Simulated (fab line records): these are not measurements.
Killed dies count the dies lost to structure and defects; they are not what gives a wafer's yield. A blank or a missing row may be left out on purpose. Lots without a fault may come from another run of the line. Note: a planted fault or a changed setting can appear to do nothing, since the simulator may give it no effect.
fab line records	flow sky130
record lots=24	wafers=72	lastDay=50
route steps=708 shown CAPM@538 METAL4@599 METAL5@675 PASSIVATION@682
lots that met no fault: taken from a fault-free run of the same line
startH: the number of hours between the record's first day and the start of the first shown wafer of the lot	waitH: how many hours have passed since the lot's step before this one	" unchanged from the row above	L1.1+2: a single row standing in for several wafers	- either no value or no given start	* or withheld: withheld	< > ~ a bound
route shown NAME@n: NAME is a module with steps in the file, n the number in the route of the first one	usual: average and standard deviation across the fault-free wafers	same: alike in all rows	chamber/n: place in a boat	sites: the reading at each site	_std_site: how widely they spread, as a standard deviation	_edge_site: mean of outer sites minus mean of inner sites	radiusMm: how far each site lies from the wafer's centre	mask NAME#n: copy n	behind: the most recent tool/chamber to have shaped the wafer	hold: why the lot was held/for how many hours/how that ended	device: whichever transistor did not switch (one of n, p or np)	end of line: tests run on the same wafers once the route is complete	a step given without rows: its recipe and nothing more	killed: the dies lost at the first sort to structure and to defects; this is not the yield of the wafer	map: per-die view of a wafer (x killed, . not killed, _ where there is no die)
set.NAME: the setting that was run; set.NAME@STEP: the one run at that earlier step	model.NAME: the simulator's own value behind a step, which no gauge read
one table for each step of the route and one row for each wafer, over a sample of lots
services: the hour from which a tool's chamber was out of use, counted from the record's first day as startH (under 0 if before that day), plus the number of hours and why
## steps
# step SKY_CAPM_THK_MEAS_01
# recipe reads=SiO2_of_CAPM_CVD_00
# usual CAPM_CVD_00_THK=15.59/0.21
lot.wafer	tool	chamber	startH	waitH	CAPM_CVD_00_THK[nm]
L075.2	filmMetro-04	-	867.99	-	15.69
L075.5	"	-	"	"	15.71
L075.6	"	-	"	"	15.43
L077.2	filmMetro-03	-	884.98	-	15.59
L077.3	"	-	"	"	15.39
L077.5	"	-	"	"	15.39
L074.3	filmMetro-03	-	885.84	-	15.38
L074.4	"	-	"	"	15.73
L074.5	"	-	"	"	15.95
L076.2	filmMetro-02	-	886.17	-	15.52
L076.3	"	-	"	"	15.61
L076.6	"	-	"	"	15.71
L078.1	filmMetro-02	-	887.10	-	15.57
L078.3	"	-	"	"	15.73
L078.5	"	-	"	"	15.65
L079.2	filmMetro-03	-	890.71	-	15.45
L079.3	"	-	"	"	15.54
L079.4	"	-	"	"	15.62
L080.1	filmMetro-03	-	895.66	-	15.53
L080.3	"	-	"	"	15.51
L080.6	"	-	"	"	15.70
L081.3	filmMetro-02	-	903.20	-	15.51
L081.4	"	-	"	"	15.39
L081.6	"	-	"	"	15.64
L082.1	filmMetro-02	-	915.12	-	15.85
L082.2	"	-	"	"	15.49
L082.5	"	-	"	"	15.25
L084.2	filmMetro-03	-	925.70	-	15.55
L084.4	"	-	"	"	15.81
L084.6	"	-	"	"	15.99
L083.3	filmMetro-04	-	926.55	-	15.62
L083.4	"	-	"	"	15.62
L083.6	"	-	"	"	15.66
L085.2	filmMetro-03	-	929.02	-	15.84
L085.3	"	-	"	"	15.27
L085.6	"	-	"	"	15.59
L086.2	filmMetro-03	-	951.59	-	15.47
L086.4	"	-	"	"	15.62
L086.6	"	-	"	"	15.50
L088.1	filmMetro-03	-	968.46	-	15.46
L088.2	"	-	"	"	15.77
L088.3	"	-	"	"	15.72
L087.1	filmMetro-04	-	974.66	-	15.33
L087.2	"	-	"	"	15.29
L087.4	"	-	"	"	15.75
L090.1	filmMetro-04	-	979.80	-	15.13
L090.3	"	-	"	"	15.53
L090.5	"	-	"	"	15.76
L089.2	filmMetro-02	-	981.37	-	15.31
L089.4	"	-	"	"	16.08
L089.6	"	-	"	"	15.74
L092.1	filmMetro-03	-	987.42	-	15.65
L092.3	"	-	"	"	15.41
L092.4	"	-	"	"	15.83
L091.1	filmMetro-04	-	990.25	-	15.30
L091.2	"	-	"	"	15.47
L091.4	"	-	"	"	15.89
L093.1	filmMetro-02	-	994.85	-	15.53
L093.3	"	-	"	"	15.49
L093.6	"	-	"	"	15.88
L094.2	filmMetro-03	-	1001.46	-	15.82
L094.3	"	-	"	"	15.40
L094.6	"	-	"	"	15.57
L095.3	filmMetro-03	-	1011.65	-	15.93
L095.4	"	-	"	"	15.62
L095.5	"	-	"	"	15.58
L096.1	filmMetro-04	-	1016.32	-	15.15
L096.2	"	-	"	"	15.37
L096.5	"	-	"	"	15.55
L097.1	filmMetro-04	-	1020.81	-	15.45
L097.2	"	-	"	"	15.58
L097.6	"	-	"	"	15.79
# step SKY_CAPM_RS_MEAS_03
# recipe thkMeasGauge=four-point-probe	reads=TiN_of_CAPM_SPUTTER_02
# usual CAPM_TIN_RS=6.89/0.085
lot.wafer	tool	chamber	startH	waitH	CAPM_TIN_RS[ohm/sq]
L075.2	filmMetro-04	-	868.17	0.1	6.87
L075.5	"	-	"	"	6.88
L075.6	"	-	"	"	6.83
L077.2	filmMetro-02	-	885.16	0.1	6.94
L077.3	"	-	"	"	6.98
L077.5	"	-	"	"	7.00
L074.3	filmMetro-03	-	886.02	0.1	6.97
L074.4	"	-	"	"	6.98
L074.5	"	-	"	"	6.97
L076.2	filmMetro-03	-	886.35	0.1	6.88
L076.3	"	-	"	"	6.94
L076.6	"	-	"	"	6.95
L078.1	filmMetro-04	-	887.27	0.1	6.90
L078.3	"	-	"	"	7.00
L078.5	"	-	"	"	6.78
L079.2	filmMetro-03	-	890.89	0.1	7.04
L079.3	"	-	"	"	6.82
L079.4	"	-	"	"	7.03
L080.1	filmMetro-03	-	895.83	0.1	6.80
L080.3	"	-	"	"	6.98
L080.6	"	-	"	"	7.00
L081.3	filmMetro-03	-	903.39	0.1	6.99
L081.4	"	-	"	"	6.94
L081.6	"	-	"	"	6.93
L082.1	filmMetro-03	-	915.28	0.1	6.92
L082.2	"	-	"	"	6.76
L082.5	"	-	"	"	6.95
L084.2	filmMetro-04	-	925.88	0.1	6.95
L084.4	"	-	"	"	6.81
L084.6	"	-	"	"	6.92
L083.3	filmMetro-03	-	926.74	0.1	6.75
L083.4	"	-	"	"	6.99
L083.6	"	-	"	"	6.95
L085.2	filmMetro-04	-	929.20	0.1	6.84
L085.3	"	-	"	"	6.83
L085.6	"	-	"	"	6.89
L086.2	filmMetro-02	-	951.77	0.1	6.90
L086.4	"	-	"	"	6.86
L086.6	"	-	"	"	6.85
L088.1	filmMetro-04	-	968.63	0.1	6.88
L088.2	"	-	"	"	6.74
L088.3	"	-	"	"	6.81
L087.1	filmMetro-02	-	974.83	0.1	6.82
L087.2	"	-	"	"	7.04
L087.4	"	-	"	"	6.94
L090.1	filmMetro-02	-	979.97	0.1	6.98
L090.3	"	-	"	"	6.76
L090.5	"	-	"	"	7.01
L089.2	filmMetro-04	-	981.56	0.1	6.75
L089.4	"	-	"	"	6.75
L089.6	"	-	"	"	6.81
L092.1	filmMetro-02	-	987.59	0.1	6.89
L092.3	"	-	"	"	6.85
L092.4	"	-	"	"	6.89
L091.1	filmMetro-02	-	990.42	0.1	6.97
L091.2	"	-	"	"	6.95
L091.4	"	-	"	"	6.90
L093.1	filmMetro-04	-	995.02	0.1	6.94
L093.3	"	-	"	"	6.86
L093.6	"	-	"	"	6.99
L094.2	filmMetro-04	-	1001.64	0.1	6.87
L094.3	"	-	"	"	6.87
L094.6	"	-	"	"	6.91
L095.3	filmMetro-04	-	1011.84	0.1	6.86
L095.4	"	-	"	"	6.81
L095.5	"	-	"	"	6.87
L096.1	filmMetro-04	-	1016.49	0.1	6.84
L096.2	"	-	"	"	6.81
L096.5	"	-	"	"	6.75
L097.1	filmMetro-03	-	1020.98	0.1	6.85
L097.2	"	-	"	"	7.03
L097.6	"	-	"	"	6.86
# step SKY_METAL4_SPUTTER_01
# recipe material=TiN	targetThkNm=20	powerW=6500	timeS=16.7	chamberPressurePa=0.4
# usual throttleValvePct=30.0/0.92
lot.wafer	tool	chamber	startH	waitH	throttleValvePct
L075.2	pvdSputter-01	-	947.61	0.0	29.2
L075.5	"	-	"	"	29.1
L075.6	"	-	"	"	31.3
L077.2	pvdSputter-01	-	963.21	0.0	29.2
L077.3	"	-	"	"	29.3
L077.5	"	-	"	"	31.4
L074.3	pvdSputter-01	-	963.81	0.0	29.4
L074.4	"	-	"	"	29.4
L074.5	"	-	"	"	29.0
L076.2	pvdSputter-04	-	964.93	0.0	30.3
L076.3	"	-	"	"	29.9
L076.6	"	-	"	"	30.8
L078.1	pvdSputter-01	-	966.45	0.0	29.4
L078.3	"	-	"	"	31.3
L078.5	"	-	"	"	29.2
L079.2	pvdSputter-04	-	967.45	0.0	30.9
L079.3	"	-	"	"	30.4
L079.4	"	-	"	"	30.8
L080.1	pvdSputter-03	-	973.28	0.0	31.9
L080.3	"	-	"	"	29.9
L080.6	"	-	"	"	29.9
L081.3	pvdSputter-04	-	981.33	0.0	29.9
L081.4	"	-	"	"	30.9
L081.6	"	-	"	"	30.9
L082.1	pvdSputter-01	-	992.56	0.0	29.3
L082.2	"	-	"	"	29.7
L082.5	"	-	"	"	29.1
L084.2	pvdSputter-04	-	1001.59	0.0	30.7
L084.4	"	-	"	"	30.4
L084.6	"	-	"	"	29.9
L083.3	pvdSputter-01	-	1002.74	0.0	29.3
L083.4	"	-	"	"	29.2
L083.6	"	-	"	"	29.1
L085.2	pvdSputter-01	-	1004.86	0.0	29.4
L085.3	"	-	"	"	29.0
L085.6	"	-	"	"	31.4
L086.2	pvdSputter-01	-	1026.71	0.0	29.2
L086.4	"	-	"	"	31.3
L086.6	"	-	"	"	31.1
L088.1	pvdSputter-01	-	1042.08	0.0	29.3
L088.2	"	-	"	"	29.1
L088.3	"	-	"	"	29.6
L087.1	pvdSputter-03	-	1048.33	0.0	29.7
L087.2	"	-	"	"	31.9
L087.4	"	-	"	"	31.8
L090.1	pvdSputter-01	-	1053.41	0.0	29.4
L090.3	"	-	"	"	29.1
L090.5	"	-	"	"	29.3
L089.2	pvdSputter-03	-	1055.91	0.0	28.7
L089.4	"	-	"	"	31.5
L089.6	"	-	"	"	29.6
L092.1	pvdSputter-04	-	1059.55	0.0	30.9
L092.3	"	-	"	"	30.4
L092.4	"	-	"	"	29.8
L091.1	pvdSputter-03	-	1064.30	0.0	29.4
L091.2	"	-	"	"	31.9
L091.4	"	-	"	"	30.5
L093.1	pvdSputter-01	-	1067.10	0.0	29.3
L093.3	"	-	"	"	31.1
L093.6	"	-	"	"	31.5
L094.2	pvdSputter-01	-	1074.50	0.0	29.2
L094.3	"	-	"	"	29.5
L094.6	"	-	"	"	29.2
L095.3	pvdSputter-04	-	1083.09	0.0	30.7
L095.4	"	-	"	"	30.4
L095.5	"	-	"	"	31.1
L096.1	pvdSputter-03	-	1089.50	0.0	31.5
L096.2	"	-	"	"	30.2
L096.5	"	-	"	"	29.9
L097.1	pvdSputter-01	-	1093.48	0.0	29.3
L097.2	"	-	"	"	29.0
L097.6	"	-	"	"	29.1
# step SKY_METAL4_ETCH_17
# recipe target=SiO2	stopOn=TiN	chemistry=C4F8/O2/Ar	sourceW=1500	biasW=1200	pressureMtorr=40	c4f8FlowSccm=withheld	O2_flow_sccm=6	Ar_flow_sccm=300	timeS=3.9	targetDepthA=150
# usual oesProductAu=0.753/0.0085	rfFwdPowerW=1467/7.8
lot.wafer	tool	chamber	startH	waitH	oesProductAu	rfFwdPowerW	rfHoursCounterH
L075.2	rieDiel-01	2	996.43	0.1	0.753	1481	9
L075.5	"	2	"	"	0.769	1483	-
L075.6	"	3	"	"	0.753	1470	-
L077.2	rieDiel-02	0	1012.03	0.1	0.747	1458	25
L077.3	"	2	"	"	0.745	1464	24
L077.5	"	0	"	"	0.757	1466	-
L074.3	rieDiel-01	1	1012.45	0.0	0.754	1464	8
L074.4	"	0	"	"	0.745	1462	16
L074.5	"	1	"	"	0.751	1467	-
L076.2	rieDiel-03	1	1013.60	0.1	0.749	1466	19
L076.3	"	0	"	"	0.741	1472	4
L076.6	"	2	"	"	0.752	1483	-
L078.1	rieDiel-02	2	1014.73	0.1	0.754	1464	24
L078.3	"	3	"	"	0.750	1462	22
L078.5	"	3	"	"	0.745	1463	-
L079.2	rieDiel-03	2	1015.43	0.1	0.745	1480	21
L079.3	"	3	"	"	0.747	1470	11
L079.4	"	1	"	"	0.749	1462	19
L080.1	rieDiel-02	3	1022.21	0.2	0.736	1470	22
L080.3	"	1	"	"	0.750	1460	21
L080.6	"	1	"	"	0.753	1462	-
L081.3	rieDiel-03	0	1029.78	0.0	0.747	1468	5
L081.4	"	1	"	"	0.744	1456	20
L081.6	"	2	"	"	0.740	1479	-
L082.1	rieDiel-01	3	1039.78	0.1	0.751	1474	12
L082.2	"	1	"	"	0.738	1461	10
L082.5	"	2	"	"	0.760	1476	-
L084.2	rieDiel-03	2	1048.14	0.1	0.743	1478	22
L084.4	"	2	"	"	0.754	1486	-
L084.6	"	0	"	"	0.747	1469	-
L083.3	rieDiel-03	0	1050.05	0.0	0.770	1467	6
L083.4	"	2	"	"	0.765	1479	22
L083.6	"	0	"	"	0.744	1466	-
L085.2	rieDiel-01	1	1051.80	0.1	0.753	1468	10
L085.3	"	3	"	"	0.745	1479	12
L085.6	"	2	"	"	0.754	1473	-
L086.2	rieDiel-01	1	1072.73	0.1	0.745	1464	11
L086.4	"	0	"	"	0.757	1459	18
L086.6	"	0	"	"	0.744	1460	-
L088.1	rieDiel-01	3	1088.39	0.1	0.763	1483	13
L088.2	"	2	"	"	0.765	1475	11
L088.3	"	1	"	"	0.745	1461	11
L087.1	rieDiel-01	0	1092.58	0.1	0.747	1467	19
L087.2	"	2	"	"	0.751	1472	11
L087.4	"	3	"	"	0.755	1465	13
L090.1	rieDiel-02	3	1099.19	0.1	0.742	1461	25
L090.3	"	1	"	"	0.754	1462	24
L090.5	"	2	"	"	0.752	1463	-
L089.2	rieDiel-02	1	1101.78	0.1	0.753	1464	24
L089.4	"	1	"	"	0.760	1460	-
L089.6	"	0	"	"	0.766	1467	-
L092.1	rieDiel-02	3	1104.18	0.1	0.772	1461	25
L092.3	"	0	"	"	0.767	1456	2
L092.4	"	1	"	"	0.747	1462	-
L091.1	rieDiel-01	1	1109.14	0.1	0.751	1464	12
L091.2	"	3	"	"	0.738	1478	14
L091.4	"	3	"	"	0.736	1475	-
L093.1	rieDiel-03	0	1110.09	0.1	0.750	1471	8
L093.3	"	3	"	"	0.752	1462	14
L093.6	"	3	"	"	0.745	1467	-
L094.2	rieDiel-02	3	1118.03	0.1	0.766	1465	26
L094.3	"	1	"	"	0.764	1463	24
L094.6	"	3	"	"	0.763	1466	-
L095.3	rieDiel-02	0	1125.59	0.0	0.751	1467	3
L095.4	"	2	"	"	0.766	1451	28
L095.5	"	1	"	"	0.769	1464	-
L096.1	rieDiel-03	3	1131.94	0.1	0.751	1466	15
L096.2	"	2	"	"	0.765	1478	25
L096.5	"	0	"	"	0.761	1457	-
L097.1	rieDiel-01	3	1134.62	0.2	0.745	1472	15
L097.2	"	2	"	"	0.763	1482	13
L097.6	"	2	"	"	0.759	1480	-
# step SKY_METAL5_DESCUM_14
# recipe chemistry=O2	sourcePowerW=150	biasPowerW=0	pressureMtorr=10	tempC=40	timeS=11
# usual drypumpMotorCurrentA=5.8/0.45	oesProductAu=1.003/0.015	rfFwdPowerW=147.3/0.81
lot.wafer	tool	chamber	startH	waitH	drypumpMotorCurrentA	oesProductAu	rfFwdPowerW	rfHoursCounterH
L075.2	rieMetal-04	0	1046.03	0.1	4.8	0.979	148.5	-
L075.5	"	0	"	"	4.8	0.992	148.1	-
L075.6	"	0	"	"	4.8	0.982	148.1	-
L077.2	rieMetal-03	1	1059.97	0.1	6.1	1.022	147.9	16
L077.3	"	1	"	"	6.1	1.018	147.5	-
L077.5	"	1	"	"	6.1	1.025	147.7	-
L074.3	rieMetal-02	0	1060.28	0.1	5.9	1.011	146.1	-
L074.4	"	1	"	"	6.0	1.005	147.5	-
L074.5	"	0	"	"	5.9	1.020	146.8	-
L076.2	rieMetal-04	0	1061.97	0.1	4.8	0.977	148.4	16
L076.3	"	0	"	"	4.8	0.986	148.3	-
L076.6	"	0	"	"	4.8	0.983	148.6	-
L078.1	rieMetal-02	1	1063.59	0.1	6.0	1.010	148.1	18
L078.3	"	1	"	"	6.0	1.011	147.2	-
L078.5	"	1	"	"	6.0	1.009	147.1	-
L079.2	rieMetal-04	1	1063.91	0.1	6.1	0.999	145.9	19
L079.3	"	1	"	"	6.1	1.000	146.2	-
L079.4	"	0	"	"	4.8	0.981	148.3	-
L080.1	rieMetal-02	0	1069.87	0.1	5.9	0.995	147.1	12
L080.3	"	0	"	"	5.9	1.001	147.2	-
L080.6	"	1	"	"	6.0	1.006	147.8	-
L081.3	rieMetal-02	1	1077.37	0.1	6.0	1.007	147.8	-
L081.4	"	0	"	"	5.9	0.989	147.1	-
L081.6	"	0	"	"	5.9	0.989	146.4	-
L082.1	rieMetal-02	1	1088.59	0.1	6.0	1.016	147.8	20
L082.2	"	0	"	"	5.9	0.994	146.9	14
L082.5	"	0	"	"	5.9	1.003	146.3	-
L084.2	rieMetal-04	0	1095.57	0.1	4.8	0.987	148.6	18
L084.4	"	1	"	"	6.0	1.016	145.1	-
L084.6	"	1	"	"	6.0	1.019	145.6	-
L083.3	rieMetal-04	1	1096.40	0.1	6.1	1.011	145.5	-
L083.4	"	0	"	"	4.8	0.987	147.8	-
L083.6	"	0	"	"	4.8	0.987	148.5	-
L085.2	rieMetal-02	1	1099.41	0.1	6.0	1.012	146.5	21
L085.3	"	1	"	"	6.0	1.021	147.7	-
L085.6	"	0	"	"	5.9	1.004	146.5	-
L086.2	rieMetal-03	0	1118.84	0.1	5.7	0.995	147.7	5
L086.4	"	0	"	"	5.7	0.996	147.8	-
L086.6	"	0	"	"	5.7	1.006	147.8	-
L088.1	rieMetal-03	1	1131.41	0.1	6.1	1.026	148.1	21
L088.2	"	0	"	"	5.7	1.001	147.9	6
L088.3	"	1	"	"	6.1	1.026	147.3	-
L087.1	rieMetal-04	1	1134.92	0.1	6.0	1.028	146.5	25
L087.2	"	1	"	"	6.0	1.009	146.6	-
L087.4	"	1	"	"	6.0	1.024	147.0	-
L090.1	rieMetal-04	1	1142.26	0.1	6.0	1.008	146.4	26
L090.3	"	1	"	"	6.0	1.007	146.1	-
L090.5	"	0	"	"	4.8	0.995	148.3	-
L089.2	rieMetal-02	1	1143.71	0.1	6.0	1.000	147.5	24
L089.4	"	1	"	"	6.0	1.010	147.4	-
L089.6	"	1	"	"	6.0	1.011	147.3	-
L092.1	rieMetal-03	0	1145.54	0.1	5.7	0.982	147.6	8
L092.3	"	1	"	"	6.1	1.017	147.9	-
L092.4	"	0	"	"	5.7	0.994	147.2	-
L091.1	rieMetal-02	0	1149.81	0.1	5.9	0.992	146.4	19
L091.2	"	1	"	"	6.0	1.014	147.4	25
L091.4	"	0	"	"	5.9	1.002	146.8	-
L093.1	rieMetal-04	0	1150.37	0.1	4.8	0.980	149.0	20
L093.3	"	1	"	"	6.1	1.015	146.5	-
L093.6	"	1	"	"	6.0	1.004	146.1	-
L094.2	rieMetal-03	0	1159.46	0.1	5.7	0.985	146.6	9
L094.3	"	0	"	"	5.7	0.983	146.2	-
L094.6	"	1	"	"	6.1	1.023	147.8	-
L095.3	rieMetal-03	1	1165.76	0.1	6.1	1.010	146.9	-
L095.4	"	0	"	"	5.7	0.983	147.4	-
L095.5	"	1	"	"	6.1	1.005	148.2	-
L096.1	rieMetal-03	1	1170.84	0.1	6.1	1.026	148.3	25
L096.2	"	0	"	"	5.7	0.987	147.2	10
L096.5	"	1	"	"	6.1	1.011	147.7	-
L097.1	rieMetal-02	0	1172.97	0.1	5.9	0.982	146.2	21
L097.2	"	1	"	"	6.0	1.023	147.9	27
L097.6	"	0	"	"	5.9	0.985	146.5	-
# step SKY_PASSIVATION_THK_MEAS_01
# recipe reads=SiO2_of_PASSIVATION_CVD_00
# usual PASSIVATION_CVD_00_THK=89.7/1.2
lot.wafer	tool	chamber	startH	waitH	PASSIVATION_CVD_00_THK[nm]
L075.2	filmMetro-04	-	1047.60	-	88.3
L075.5	"	-	"	"	89.9
L075.6	"	-	"	"	89.1
L077.2	filmMetro-04	-	1060.86	-	89.4
L077.3	"	-	"	"	88.4
L077.5	"	-	"	"	88.5
L074.3	filmMetro-04	-	1061.25	-	89.9
L074.4	"	-	"	"	90.7
L074.5	"	-	"	"	89.8
L076.2	filmMetro-01	-	1062.95	-	88.1
L076.3	"	-	"	"	87.3
L076.6	"	-	"	"	89.7
L078.1	filmMetro-04	-	1064.56	-	90.7
L078.3	"	-	"	"	88.0
L078.5	"	-	"	"	92.3
L079.2	filmMetro-04	-	1064.83	-	88.3
L079.3	"	-	"	"	88.5
L079.4	"	-	"	"	89.9
L080.1	filmMetro-04	-	1070.75	-	90.3
L080.3	"	-	"	"	91.1
L080.6	"	-	"	"	89.9
L081.3	filmMetro-04	-	1078.26	-	90.9
L081.4	"	-	"	"	92.4
L081.6	"	-	"	"	92.2
L082.1	filmMetro-01	-	1089.60	-	89.7
L082.2	"	-	"	"	89.9
L082.5	"	-	"	"	91.2
L084.2	filmMetro-04	-	1096.46	-	88.8
L084.4	"	-	"	"	89.4
L084.6	"	-	"	"	90.4
L083.3	filmMetro-01	-	1097.30	-	89.6
L083.4	"	-	"	"	90.5
L083.6	"	-	"	"	91.3
L085.2	filmMetro-04	-	1100.54	-	87.8
L085.3	"	-	"	"	89.7
L085.6	"	-	"	"	90.4
L086.2	filmMetro-01	-	1119.74	-	88.3
L086.4	"	-	"	"	91.0
L086.6	"	-	"	"	89.3
L088.1	filmMetro-04	-	1132.29	-	89.1
L088.2	"	-	"	"	87.8
L088.3	"	-	"	"	89.2
L087.1	filmMetro-04	-	1136.07	-	89.2
L087.2	"	-	"	"	87.7
L087.4	"	-	"	"	91.3
L090.1	filmMetro-01	-	1143.18	-	90.9
L090.3	"	-	"	"	89.0
L090.5	"	-	"	"	91.5
L089.2	filmMetro-01	-	1144.64	-	88.6
L089.4	"	-	"	"	90.1
L089.6	"	-	"	"	90.0
L092.1	filmMetro-04	-	1146.43	-	88.8
L092.3	"	-	"	"	86.3
L092.4	"	-	"	"	90.5
L091.1	filmMetro-04	-	1150.69	-	88.7
L091.2	"	-	"	"	87.7
L091.4	"	-	"	"	89.2
L093.1	filmMetro-04	-	1151.25	-	90.3
L093.3	"	-	"	"	89.7
L093.6	"	-	"	"	89.4
L094.2	filmMetro-01	-	1160.41	-	88.8
L094.3	"	-	"	"	89.3
L094.6	"	-	"	"	91.4
L095.3	filmMetro-04	-	1167.45	-	88.9
L095.4	"	-	"	"	90.9
L095.5	"	-	"	"	90.1
L096.1	filmMetro-02	-	1171.79	-	88.9
L096.2	"	-	"	"	88.0
L096.5	"	-	"	"	89.5
L097.1	filmMetro-04	-	1173.90	-	89.3
L097.2	"	-	"	"	90.4
L097.6	"	-	"	"	92.2
## services
tool	chamber	startH	hours	kind
rieDiel-03	1	933.75	6.1	repair
rieMetal-02	-	950.03	0.7	repair
rieMetal-03	-	950.58	0.7	repair
rieDiel-01	2	955.54	13.3	repair
rieDiel-03	-	965.25	2.8	pm
rieMetal-02	1	986.10	19.4	repair
rieDiel-02	0	1012.74	12.0	repair
pvdSputter-01	2	1026.85	-	consumableReplace:kit
pvdSputter-01	2	1026.85	18.0	scheduledDown
pvdSputter-01	2	1026.85	18.0	ventCycle
rieMetal-04	1	1034.51	11.9	repair
rieDiel-03	3	1042.41	5.7	repair
rieMetal-02	-	1055.53	0.8	repair
rieDiel-03	2	1071.25	16.5	repair
rieMetal-03	-	1079.78	1.6	repair
rieDiel-02	2	1099.28	7.0	repair
rieDiel-01	2	1107.96	10.3	repair
pvdSputter-01	-	1109.56	9.2	repair
rieMetal-04	0	1113.79	25.7	repair
rieDiel-02	-	1126.75	2.5	repair
pvdSputter-04	-	1139.41	5.3	repair
pvdSputter-04	-	1140.27	3.9	repair
rieDiel-01	-	1170.03	0.1	repair
pvdSputter-03	-	1170.87	4.8	repair
## key
fault none
